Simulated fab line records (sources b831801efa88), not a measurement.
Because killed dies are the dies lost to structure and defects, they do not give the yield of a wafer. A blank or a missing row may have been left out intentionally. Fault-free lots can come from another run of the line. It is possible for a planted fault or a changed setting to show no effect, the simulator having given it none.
Which tool is to blame? + flow gf180mcu + 12 lots, 36 wafers sampled, at 1 step of a route of 602

== WHAT THE GAUGES SHOWED, per wafer ==
GF_MVSD_OVL_MEAS_07.
| lot  | measured    | on         | MVSD_OVL (nm)  |
|------|-------------|------------|----------------|
| L756 | day 4 08:55 | overlay-01 | 0.4 0.1 -0.1   |
| L758 | day 5 00:59 | overlay-02 | -0.6 -1.0 -1.6 |
| L761 | day 5 16:13 | overlay-02 | -0.7 -1.5 -2.2 |
| L764 | day 6 08:43 | overlay-02 | -0.6 -0.6 -0.5 |
| L765 | day 6 11:40 | overlay-01 | -1.5 -1.1 -0.6 |
| L766 | day 6 20:30 | overlay-02 | -0.6 -0.8 -0.7 |
| L767 | day 7 01:43 | overlay-02 | 0.9 -0.1 -0.2  |
| L768 | day 7 07:46 | overlay-01 | -0.3 1.4 2.0   |
| L769 | day 7 14:13 | overlay-01 | -0.5 0.1 0.8   |
| L772 | day 8 05:10 | overlay-01 | 0.0 -2.6 -1.6  |
| L773 | day 9 00:41 | overlay-02 | 1.1 0.3 1.2    |
| L775 | day 9 06:10 | overlay-01 | 0.1 1.9 -0.1   |

== WHICH TOOL RAN EACH LOT (tool, then ch and the chambers of the sampled wafers, then the start) ==
No process step before these readings appears in the record.

== WHAT THE TOOLS THEMSELVES READ (means of the sampled wafers that have a number; where no wafer has one, the mark that the record gives instead) ==
The record holds no such reading with a usual standard deviation.

== THE ANSWER, worked out from the rows above alone ==
Rule: the usual values come from the lots themselves. The widest of any qualifying gaps counts: lots, ordered by their means at a reading, are off when they make up no more than a third of the lots, leave a main group of 4 or more, and stand apart from it by 3 or more times the standard deviation of that group's means. A main group is skipped when, at the precision printed for the reading in the tables above, its means are all equal. A lot without any number at a reading at which 4 lots or more have one is off too. The other lots that the step has rows for count as sound. Order of review: gauges by route order, followed by the tools' own readings, for which a lot's mean as printed above is used. The first step at which some lot is off is used, and at that step the reading that is off furthest; a lot without a number counts as furthest.
Across all readings shown, no lot is off: no conclusion can be drawn from this.

== WHAT THE SIMULATOR HAD PUT IN ==
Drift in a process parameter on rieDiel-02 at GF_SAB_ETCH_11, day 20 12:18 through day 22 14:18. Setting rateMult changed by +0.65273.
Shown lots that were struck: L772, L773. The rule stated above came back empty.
